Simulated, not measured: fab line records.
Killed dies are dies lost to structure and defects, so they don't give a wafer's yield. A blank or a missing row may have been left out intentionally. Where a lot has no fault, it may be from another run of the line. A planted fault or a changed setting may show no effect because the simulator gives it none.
8D (eight disciplines) problem report, filled in by code | flow sfq-line | the parts of the form that need people (team, actions taken, sign-off) are left out

== 1. THE PROBLEM ==
Wafers free of any fault read -1 nm (standard deviation 4.5) for J5_OVL at SFQ_JJ_OVL_MEAS_931, against a mean of 98 nm on 6 wafers of 2 lots. Measured from the usual mean, that is +22 standard deviations.
First seen on wafer L435.4, day 66 14:16, on overlay-01. Wafers with a number at this step in the record: 42, from 14 lots. Rule for "out" (also "out of limits"): further than 4 standard deviations from the usual mean. Any other wafer with a number is counted as sound.

== 2. WHAT IT IS, AND WHAT IT ISN'T ==
question                    | is                     | is not
which readings at this step | J5_OVL                 | -
which lots                  | L435, L436             | L417, L418, L420, L421, L422, L423, L424, L425, L426, L427, L428, L433
which wafers of those lots  | all that have a number | -
read on which gauges        | overlay-01, overlay-02 | -
when                        | from day 66 14:16      | up to then (36 sound wafers)

== 3. SUSPECTS, AND WHAT RULES EACH OUT ==
Counting: a tool stays on the suspect list if, at a process step up to the reading, it processed all lots that are out and no sound lot following the first of them.
- the gauge at SFQ_JJ_OVL_MEAS_931 is ruled out. Those wafers that are out were read across 2 gauges (overlay-01, overlay-02).
- krf-scanner-02 at SFQ_TRILAYER_JJ_CE_LITHO_EXPOSE_115 (exposes mask J5, target cd 700 nm): kept. It processed each lot that is out, first L435 at day 66 13:20, and no sound lot thereafter; up to then, the last sound lot it processed was L433 at day 65 08:06.
Remaining after the count: krf-scanner-02 at SFQ_TRILAYER_JJ_CE_LITHO_EXPOSE_115.

== 4. THE CAUSE (what the simulator had put in) ==
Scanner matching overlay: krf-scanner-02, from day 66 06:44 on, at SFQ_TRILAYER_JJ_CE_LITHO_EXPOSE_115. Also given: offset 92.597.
Counting left only this tool.

== 5. THE EFFECT CHAIN, in route order ==
Rows list readings where the struck wafers' mean (over those with a number) sits beyond 3 standard deviations from the usual. Readings are gone through only where the record gives a usual standard deviation; hours: the median, over the lots, of the time from a lot's start at the first step in this table giving one to that lot's start at this step; sigmas: the change measured in usual standard deviations.
hours | step                | reading | usual | on struck wafers | change | sigmas
0     | SFQ_JJ_OVL_MEAS_931 | J5_OVL  | -1 nm | 98               | +99    | +22

== 6. WHAT WOULD HAVE CAUGHT IT SOONER ==
Counted from the fault's start at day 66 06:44, it took 8 hours until the first out-of-limits reading at a measuring or inspecting step in this record, taken at day 66 14:16.
Of the lots that are out (2), L436 began SFQ_TRILAYER_JJ_CE_LITHO_EXPOSE_115 on krf-scanner-02 after day 66 14:16. Putting the tool on hold at that point would have spared it.
